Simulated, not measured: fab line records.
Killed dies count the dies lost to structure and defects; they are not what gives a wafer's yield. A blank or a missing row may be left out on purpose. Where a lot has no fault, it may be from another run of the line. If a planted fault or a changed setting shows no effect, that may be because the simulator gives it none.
fab line records | flow gf180mcu
[record] lots = 14 | wafers = 42 | last_day = 34
route steps=602 shown POLY_GATE@170 HV_LDD@186
lots untouched by any fault: they come from a run of this same line in which no faults occurred
start_h: the number of hours between the record's first day and the start of the first shown wafer of the lot | wait_h: hours elapsed since this lot's preceding step | " identical to the entry in the row above | L1.1+2: a row that stands for several wafers | - value missing, or start not given | * or withheld: withheld | < > ~ a bound
route shown NAME@n: a module of which the file shows steps, and the number in the route of the first | usual: the fault-free wafers' mean and standard deviation | same: alike in all rows | chamber/n: place in a boat | sites: readings site by site | _std_site: standard deviation of those values | _edge_site: outer sites' mean less inner sites' | radius_mm: for every site, how far away it sits from the centre of the wafer | mask NAME#n: copy n | behind: tool/chamber where the wafer was last shaped | hold: what put the lot on hold/how long, in hours/how the hold closed | device: which transistor (n, p or np) failed to switch | end of line: the tests these same wafers got at the end of their route | a step given without rows: its recipe and nothing more | killed: dies lost to structure and defects at the first sort, not the wafer's yield | map: dies across one wafer; x = killed, . = not, _ = none there
set.NAME: the setting that was run; set.NAME@STEP: the one run at that earlier step | model.NAME: the simulator's own value behind a step, which no gauge read
the route's steps for a sample of lots (tables are steps, rows are wafers)
services: when a tool's chamber went out of use (start_h, in hours from the record's first day, below 0 if earlier), for how many hours, and the reason
[[steps]]
[step GF_POLY_GATE_ETCH_13]
[recipe] target = poly-Si | target_depth_nm = 198.5 | stop_on = SiO2 | over_etch_frac = 0.403 | chemistry = HBr/Cl2 | icp_w = 400 | bias_w = 100 | pressure_mtorr = 10 | HBr_flow_sccm = 150 | Cl2_flow_sccm = 50 | time_s = 69.6
[usual] drypump_motor_current_A = 5.8/0.48 | oes_product_au = 0.990/0.0072 | throttle_valve_pct = 33.685/0.01
lot.wafer | tool      | chamber | start_h | wait_h | drypump_motor_current_A | oes_product_au | rf_hours_counter_h | throttle_valve_pct
L681.1    | rie_si-01 | 3       | 207.44  | -      | 6.0                     | 0.994          | 41                 | 33.680
L681.4    | "         | 0       | "       | "      | 5.3                     | 0.996          | 2                  | 33.690
L681.5    | "         | 1       | "       | "      | 5.2                     | 0.982          | -                  | 33.691
L684.1    | rie_si-01 | 1       | 224.01  | -      | 5.2                     | 0.981          | 4                  | 33.690
L684.3    | "         | 0       | "       | "      | 5.3                     | 0.992          | 3                  | 33.666
L684.6    | "         | 1       | "       | "      | 5.2                     | 0.985          | -                  | 33.685
L688.3    | rie_si-02 | 3       | 247.31  | -      | 6.6                     | 0.996          | 37                 | 33.691
L688.4    | "         | 2       | "       | "      | 5.6                     | 1.002          | 56                 | 33.692
L688.5    | "         | 0       | "       | "      | 6.5                     | 0.977          | -                  | 33.703
L689.2    | rie_si-02 | 0       | 253.49  | -      | 6.4                     | 0.986          | 86                 | 33.676
L689.4    | "         | 1       | "       | "      | 5.4                     | 0.994          | 6                  | 33.677
L689.6    | "         | 1       | "       | "      | 5.4                     | 0.979          | -                  | 33.664
L692.1    | rie_si-01 | 3       | 278.41  | -      | 6.0                     | 0.997          | 42                 | 33.680
L692.3    | "         | 1       | "       | "      | 5.2                     | 0.996          | 5                  | 33.698
L692.6    | "         | 1       | "       | "      | 5.2                     | 0.995          | -                  | 33.676
L693.3    | rie_si-01 | 2       | 283.65  | -      | 5.7                     | 0.985          | 5                  | 33.683
L693.4    | "         | 3       | "       | "      | 6.1                     | 0.998          | 42                 | 33.687
L693.5    | "         | 0       | "       | "      | 5.3                     | 0.997          | -                  | 33.674
L694.1    | rie_si-02 | 3       | 289.85  | -      | 6.6                     | 0.987          | 38                 | 33.688
L694.4    | "         | 1       | "       | "      | 5.5                     | 0.974          | 6                  | 33.664
L694.5    | "         | 2       | "       | "      | 5.6                     | 0.986          | -                  | 33.695
L697.1    | rie_si-02 | 2       | 310.61  | -      | 5.6                     | 0.981          | 57                 | 33.687
L697.5    | "         | 2       | "       | "      | 5.6                     | 0.982          | -                  | 33.669
L697.6    | "         | 0       | "       | "      | 6.4                     | 0.985          | -                  | 33.690
L699.2    | rie_si-01 | 0       | 323.60  | -      | 5.3                     | 0.982          | 4                  | 33.694
L699.4    | "         | 1       | "       | "      | 5.2                     | 0.987          | 5                  | 33.704
L699.6    | "         | 2       | "       | "      | 5.7                     | 0.982          | -                  | 33.704
L700.1    | rie_si-02 | 2       | 333.85  | -      | 5.6                     | 0.987          | 57                 | 33.682
L700.2    | "         | 3       | "       | "      | 6.6                     | 0.984          | 38                 | 33.674
L700.4    | "         | 1       | "       | "      | 5.4                     | 0.977          | 6                  | 33.683
L701.1    | rie_si-01 | 0       | 340.49  | -      | 5.3                     | 1.000          | 4                  | 33.682
L701.5    | "         | 1       | "       | "      | 5.2                     | 0.992          | -                  | 33.697
L701.6    | "         | 0       | "       | "      | 5.3                     | 0.993          | -                  | 33.697
L702.1    | rie_si-02 | 2       | 351.40  | -      | 5.6                     | 1.007          | 57                 | 33.697
L702.5    | "         | 2       | "       | "      | 5.7                     | 0.990          | -                  | 33.673
L702.6    | "         | 1       | "       | "      | 5.5                     | 0.990          | -                  | 33.679
L703.2    | rie_si-01 | 1       | 353.40  | -      | 5.3                     | 0.996          | 6                  | 33.674
L703.3    | "         | 0       | "       | "      | 5.3                     | 0.991          | 4                  | 33.689
L703.4    | "         | 2       | "       | "      | 5.7                     | 0.993          | 5                  | 33.694
L704.1    | rie_si-02 | 2       | 362.25  | -      | 5.6                     | 0.997          | 57                 | 33.681
L704.4    | "         | 3       | "       | "      | 6.6                     | 0.991          | 38                 | 33.684
L704.5    | "         | 0       | "       | "      | 6.5                     | 0.982          | -                  | 33.675
[step GF_HV_LDD_STRIP_10]
[recipe] chemistry = O2/N2 | power_w = 1400 | pressure_mtorr = 1500 | platen_temp_c = 250 | o2_flow_sccm = 3000 | n2_flow_sccm = 300 | overash_fraction = 0.5
[usual] drypump_motor_current_A = 5.9/0.37 | heater_power_w = 325/13 | oes_product_au = 0.716/0.0042 | strip_time_to_endpoint_s = 12.62/0.037
lot.wafer | tool            | chamber | start_h | wait_h | drypump_motor_current_A | heater_power_w | oes_product_au | rf_hours_counter_h | strip_time_to_endpoint_s
L681.1    | plasma_asher-03 | 1       | 227.36  | 0.1    | 6.0                     | 331            | 0.716          | 46                 | 12.61
L681.4    | "               | 0       | "       | "      | 6.5                     | 335            | 0.715          | -                  | 12.59
L681.5    | "               | 0       | "       | "      | 6.5                     | 338            | 0.721          | -                  | 12.60
L684.1    | plasma_asher-02 | 0       | 244.20  | 0.1    | 6.0                     | 327            | 0.712          | 14                 | 12.62
L684.3    | "               | 1       | "       | "      | 5.7                     | 346            | 0.719          | -                  | 12.56
L684.6    | "               | 1       | "       | "      | 5.7                     | 353            | 0.711          | -                  | 12.58
L688.3    | plasma_asher-02 | 1       | 268.44  | 0.1    | 5.7                     | 347            | 0.718          | -                  | 12.62
L688.4    | "               | 0       | "       | "      | 6.0                     | 308            | 0.721          | -                  | 12.60
L688.5    | "               | 0       | "       | "      | 6.0                     | 303            | 0.717          | -                  | 12.62
L689.2    | plasma_asher-02 | 1       | 275.06  | 0.1    | 5.8                     | 347            | 0.718          | 18                 | 12.54
L689.4    | "               | 0       | "       | "      | 6.0                     | 305            | 0.714          | -                  | 12.58
L689.6    | "               | 0       | "       | "      | 6.0                     | 309            | 0.711          | -                  | 12.57
L692.1    | plasma_asher-03 | 1       | 300.66  | 0.1    | 6.1                     | 321            | 0.717          | 54                 | 12.64
L692.3    | "               | 1       | "       | "      | 6.1                     | 324            | 0.718          | -                  | 12.66
L692.6    | "               | 0       | "       | "      | 6.5                     | 336            | 0.719          | -                  | 12.65
L693.3    | plasma_asher-03 | 1       | 305.99  | 0.1    | 6.0                     | 327            | 0.712          | -                  | 12.62
L693.4    | "               | 0       | "       | "      | 6.5                     | 322            | 0.719          | -                  | 12.62
L693.5    | "               | 0       | "       | "      | 6.5                     | 338            | 0.714          | -                  | 12.61
L694.1    | plasma_asher-03 | 1       | 312.30  | 0.1    | 6.0                     | 315            | 0.711          | 56                 | 12.66
L694.4    | "               | 1       | "       | "      | 6.0                     | 331            | 0.715          | -                  | 12.64
L694.5    | "               | 0       | "       | "      | 6.5                     | 340            | 0.710          | -                  | 12.63
L697.1    | plasma_asher-01 | 0       | 333.60  | 0.1    | 5.9                     | 317            | 0.720          | 56                 | 12.60
L697.5    | "               | 1       | "       | "      | 5.4                     | 314            | 0.713          | -                  | 12.60
L697.6    | "               | 0       | "       | "      | 5.9                     | 324            | 0.712          | -                  | 12.65
L699.2    | plasma_asher-02 | 1       | 346.15  | 0.1    | 5.7                     | 350            | 0.726          | 19                 | 12.61
L699.4    | "               | 0       | "       | "      | 6.0                     | 312            | 0.719          | -                  | 12.61
L699.6    | "               | 1       | "       | "      | 5.7                     | 353            | 0.718          | -                  | 12.61
L700.1    | plasma_asher-01 | 0       | 357.35  | 0.1    | 5.9                     | 326            | 0.716          | 59                 | 12.69
L700.2    | "               | 1       | "       | "      | 5.3                     | 307            | 0.720          | 59                 | 12.69
L700.4    | "               | 0       | "       | "      | 5.9                     | 325            | 0.720          | -                  | 12.68
L701.1    | plasma_asher-01 | 0       | 364.86  | 0.1    | 5.9                     | 332            | 0.716          | 60                 | 12.59
L701.5    | "               | 1       | "       | "      | 5.3                     | 310            | 0.718          | -                  | 12.61
L701.6    | "               | 0       | "       | "      | 5.9                     | 323            | 0.719          | -                  | 12.57
L702.1    | plasma_asher-03 | 1       | 374.65  | 0.1    | 6.0                     | 324            | 0.713          | 63                 | 12.59
L702.5    | "               | 0       | "       | "      | 6.5                     | 337            | 0.717          | -                  | 12.62
L702.6    | "               | 1       | "       | "      | 6.0                     | 324            | 0.711          | -                  | 12.59
L703.2    | plasma_asher-01 | 1       | 377.20  | 0.1    | 5.3                     | 310            | 0.717          | 61                 | 12.61
L703.3    | "               | 1       | "       | "      | 5.3                     | 305            | 0.713          | -                  | 12.62
L703.4    | "               | 0       | "       | "      | 5.9                     | 325            | 0.722          | -                  | 12.59
L704.1    | plasma_asher-03 | 0       | 386.85  | 0.1    | 6.5                     | 340            | 0.719          | 65                 | 12.63
L704.4    | "               | 1       | "       | "      | 6.0                     | 314            | 0.718          | -                  | 12.62
L704.5    | "               | 0       | "       | "      | 6.5                     | 328            | 0.713          | -                  | 12.58
[step GF_HV_LDD_STRIP_22]
[recipe] chemistry = O2/N2 | power_w = 1400 | pressure_mtorr = 1500 | platen_temp_c = 250 | o2_flow_sccm = 3000 | n2_flow_sccm = 300 | overash_fraction = 0.5
[usual] drypump_motor_current_A = 5.8/0.36 | heater_power_w = 322/13 | oes_product_au = 0.716/0.0043 | strip_time_to_endpoint_s = 12.62/0.033
lot.wafer | tool            | chamber | start_h | wait_h | drypump_motor_current_A | heater_power_w | oes_product_au | rf_hours_counter_h | strip_time_to_endpoint_s
L681.1    | plasma_asher-02 | 0       | 246.11  | 0.1    | 6.0                     | 307            | 0.718          | 15                 | 12.62
L681.4    | "               | 0       | "       | "      | 6.0                     | 305            | 0.722          | -                  | 12.62
L681.5    | "               | 0       | "       | "      | 6.0                     | 312            | 0.713          | -                  | 12.60
L684.1    | plasma_asher-01 | 0       | 263.71  | 0.1    | 5.9                     | 328            | 0.716          | 47                 | 12.64
L684.3    | "               | 1       | "       | "      | 5.3                     | 308            | 0.720          | -                  | 12.64
L684.6    | "               | 0       | "       | "      | 5.9                     | 326            | 0.716          | -                  | 12.64
L688.3    | plasma_asher-01 | 0       | 287.94  | 0.1    | 5.9                     | 324            | 0.719          | -                  | 12.62
L688.4    | "               | 1       | "       | "      | 5.3                     | 306            | 0.714          | -                  | 12.64
L688.5    | "               | 1       | "       | "      | 5.3                     | 312            | 0.719          | -                  | 12.64
L689.2    | plasma_asher-03 | 1       | 295.11  | 0.1    | 6.1                     | 328            | 0.716          | 53                 | 12.62
L689.4    | "               | 0       | "       | "      | 6.5                     | 334            | 0.720          | -                  | 12.65
L689.6    | "               | 0       | "       | "      | 6.4                     | 330            | 0.712          | -                  | 12.61
L692.1    | plasma_asher-03 | 0       | 321.60  | 0.1    | 6.5                     | 342            | 0.718          | 57                 | 12.59
L692.3    | "               | 1       | "       | "      | 6.0                     | 322            | 0.717          | -                  | 12.63
L692.6    | "               | 1       | "       | "      | 6.0                     | 319            | 0.718          | -                  | 12.61
L693.3    | plasma_asher-03 | 1       | 327.14  | 0.1    | 6.1                     | 321            | 0.711          | -                  | 12.64
L693.4    | "               | 0       | "       | "      | 6.4                     | 331            | 0.714          | -                  | 12.58
L693.5    | "               | 1       | "       | "      | 6.0                     | 324            | 0.727          | -                  | 12.62
L694.1    | plasma_asher-01 | 0       | 333.01  | 0.1    | 5.9                     | 319            | 0.714          | 56                 | 12.62
L694.4    | "               | 0       | "       | "      | 5.9                     | 335            | 0.713          | -                  | 12.66
L694.5    | "               | 1       | "       | "      | 5.3                     | 308            | 0.723          | -                  | 12.67
L697.1    | plasma_asher-01 | 0       | 355.70  | 0.1    | 5.9                     | 326            | 0.716          | 59                 | 12.55
L697.5    | "               | 0       | "       | "      | 5.9                     | 334            | 0.724          | -                  | 12.59
L697.6    | "               | 1       | "       | "      | 5.3                     | 317            | 0.722          | -                  | 12.56
L699.2    | plasma_asher-01 | 1       | 368.36  | 0.1    | 5.3                     | 306            | 0.715          | 60                 | 12.59
L699.4    | "               | 1       | "       | "      | 5.3                     | 311            | 0.716          | -                  | 12.59
L699.6    | "               | 1       | "       | "      | 5.4                     | 310            | 0.716          | -                  | 12.57
L700.1    | plasma_asher-01 | 1       | 380.10  | 0.1    | 5.3                     | 302            | 0.717          | 62                 | 12.62
L700.2    | "               | 0       | "       | "      | 5.9                     | 332            | 0.718          | 62                 | 12.61
L700.4    | "               | 0       | "       | "      | 5.9                     | 327            | 0.718          | -                  | 12.59
L701.1    | plasma_asher-01 | 1       | 387.66  | 0.1    | 5.4                     | 317            | 0.714          | 62                 | 12.60
L701.5    | "               | 1       | "       | "      | 5.3                     | 299            | 0.722          | -                  | 12.61
L701.6    | "               | 0       | "       | "      | 5.9                     | 333            | 0.717          | -                  | 12.61
L702.1    | plasma_asher-01 | 1       | 397.06  | 0.1    | 5.3                     | 308            | 0.719          | 63                 | 12.70
L702.5    | "               | 0       | "       | "      | 5.9                     | 325            | 0.714          | -                  | 12.67
L702.6    | "               | 1       | "       | "      | 5.3                     | 313            | 0.717          | -                  | 12.65
L703.2    | plasma_asher-01 | 1       | 400.00  | 0.1    | 5.3                     | 304            | 0.723          | 63                 | 12.62
L703.3    | "               | 0       | "       | "      | 5.9                     | 318            | 0.713          | -                  | 12.64
L703.4    | "               | 1       | "       | "      | 5.3                     | 311            | 0.708          | -                  | 12.61
L704.1    | plasma_asher-02 | 0       | 409.91  | 0.1    | 6.0                     | 310            | 0.716          | 26                 | 12.68
L704.4    | "               | 1       | "       | "      | 5.7                     | 347            | 0.718          | -                  | 12.65
L704.5    | "               | 0       | "       | "      | 6.0                     | 308            | 0.717          | -                  | 12.69
[step GF_HV_LDD_PEB_29]
[recipe] temp_c = withheld | time_s = * | resist = NOVOLAK
[usual] chill_plate_temp_C = * | exhaust_pa = 45.1/0.75
lot.wafer | tool           | chamber | start_h | wait_h | chill_plate_temp_C | exhaust_pa
L681.1    | litho_track-01 | 0       | 264.45  | -      | *                  | 44.5
L681.4    | "              | 0       | "       | "      | *                  | 43.3
L681.5    | "              | 0       | "       | "      | *                  | 43.8
L684.1    | litho_track-01 | 0       | 282.45  | -      | *                  | 45.2
L684.3    | "              | 0       | "       | "      | *                  | 44.8
L684.6    | "              | 0       | "       | "      | *                  | 45.4
L688.3    | litho_track-04 | 0       | 307.65  | -      | *                  | 45.8
L688.4    | "              | 0       | "       | "      | *                  | 44.5
L688.5    | "              | 0       | "       | "      | *                  | 45.8
L689.2    | litho_track-01 | 0       | 314.97  | -      | *                  | 45.3
L689.4    | "              | 0       | "       | "      | *                  | 44.8
L689.6    | "              | 0       | "       | "      | *                  | 45.6
L692.1    | litho_track-04 | 0       | 341.95  | -      | *                  | 45.3
L692.3    | "              | 0       | "       | "      | *                  | 45.3
L692.6    | "              | 0       | "       | "      | *                  | 45.4
L693.3    | litho_track-04 | -       | 347.40  | -      | -                  | -
L693.4    | "              | -       | "       | "      | -                  | -
L693.5    | "              | -       | "       | "      | -                  | -
L694.1    | litho_track-01 | -       | 354.20  | -      | -                  | -
L694.4    | "              | -       | "       | "      | -                  | -
L694.5    | "              | -       | "       | "      | -                  | -
L697.1    | litho_track-01 | 0       | 377.30  | -      | *                  | 44.9
L697.5    | "              | 0       | "       | "      | *                  | 45.2
L697.6    | "              | 0       | "       | "      | *                  | 44.4
L699.2    | litho_track-04 | 0       | 391.13  | -      | *                  | 45.5
L699.4    | "              | 0       | "       | "      | *                  | 45.5
L699.6    | "              | 0       | "       | "      | *                  | 45.0
L700.1    | litho_track-03 | 0       | 402.70  | -      | *                  | 44.3
L700.2    | "              | 0       | "       | "      | *                  | 45.3
L700.4    | "              | 0       | "       | "      | *                  | 45.6
L701.1    | litho_track-03 | 0       | 410.25  | -      | *                  | 45.3
L701.5    | "              | 0       | "       | "      | *                  | 45.4
L701.6    | "              | 0       | "       | "      | *                  | 44.7
L702.1    | litho_track-04 | 0       | 420.30  | -      | *                  | 44.5
L702.5    | "              | 0       | "       | "      | *                  | 45.9
L702.6    | "              | 0       | "       | "      | *                  | 45.6
L703.2    | litho_track-01 | 0       | 423.47  | -      | *                  | 44.6
L703.3    | "              | 0       | "       | "      | *                  | 44.7
L703.4    | "              | 0       | "       | "      | *                  | 44.8
L704.1    | litho_track-03 | 0       | 433.40  | -      | *                  | 44.2
L704.4    | "              | 0       | "       | "      | *                  | 45.9
L704.5    | "              | 0       | "       | "      | *                  | 43.7
[[services]]
tool            | chamber | start_h | hours | kind
rie_si-01       | 0       | 191.21  | 5.2   | repair
plasma_asher-01 | -       | 199.48  | 0.6   | repair
rie_si-02       | -       | 199.99  | 1.0   | repair
plasma_asher-03 | -       | 208.36  | 0.5   | repair
plasma_asher-03 | -       | 213.73  | 0.3   | repair
rie_si-02       | 3       | 217.95  | 2.5   | repair
rie_si-02       | 2       | 221.72  | 10.4  | repair
plasma_asher-03 | -       | 246.89  | 0.9   | repair
plasma_asher-01 | -       | 273.58  | 0.8   | repair
plasma_asher-02 | -       | 285.41  | 55.8  | repair
rie_si-02       | 1       | 300.16  | 15.9  | repair
litho_track-01  | -       | 315.67  | -     | consumable_replace:filter
rie_si-01       | 3       | 356.86  | 3.4   | repair
rie_si-02       | 0       | 366.97  | -     | clean
rie_si-02       | 0       | 366.97  | 25.6  | scheduled_down
rie_si-02       | 0       | 366.97  | 25.6  | vent_cycle
rie_si-02       | 3       | 388.64  | 3.2   | repair
[[key]]
[first_sign] step = GF_HV_LDD_PEB_29 | reading = tool_record | direction = missing
effect none on later readings
met_at GF_HV_LDD_PEB_29
struck_lots L693,L694
sort_left_out L693.3,L693.4,L693.5,L694.1,L694.4,L694.5
tester_left_out L693,L694
not_acting_at GF_POLY_GATE_ETCH_13,GF_HV_LDD_STRIP_10,GF_HV_LDD_STRIP_22
onset_between 341.95 347.40
[fault] kind = skipped_step_whole | tool = litho_track-01,litho_track-04 | chamber = - | onset_h = 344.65 | steps = GF_HV_LDD_PEB_29 | scope = struck_lots_only
// tester_left_out: of these lots the tester's yield and bins aren't shown, on N5 and GAA mostly nor the transistor test; their killed dies are dies lost to structure and defects alone, not to doping, threshold or leakage, so they don't give the yield
// sort_left_out: the simulated sort isn't trusted on such a fault, so these wafers' sort isn't shown, and their yield isn't known
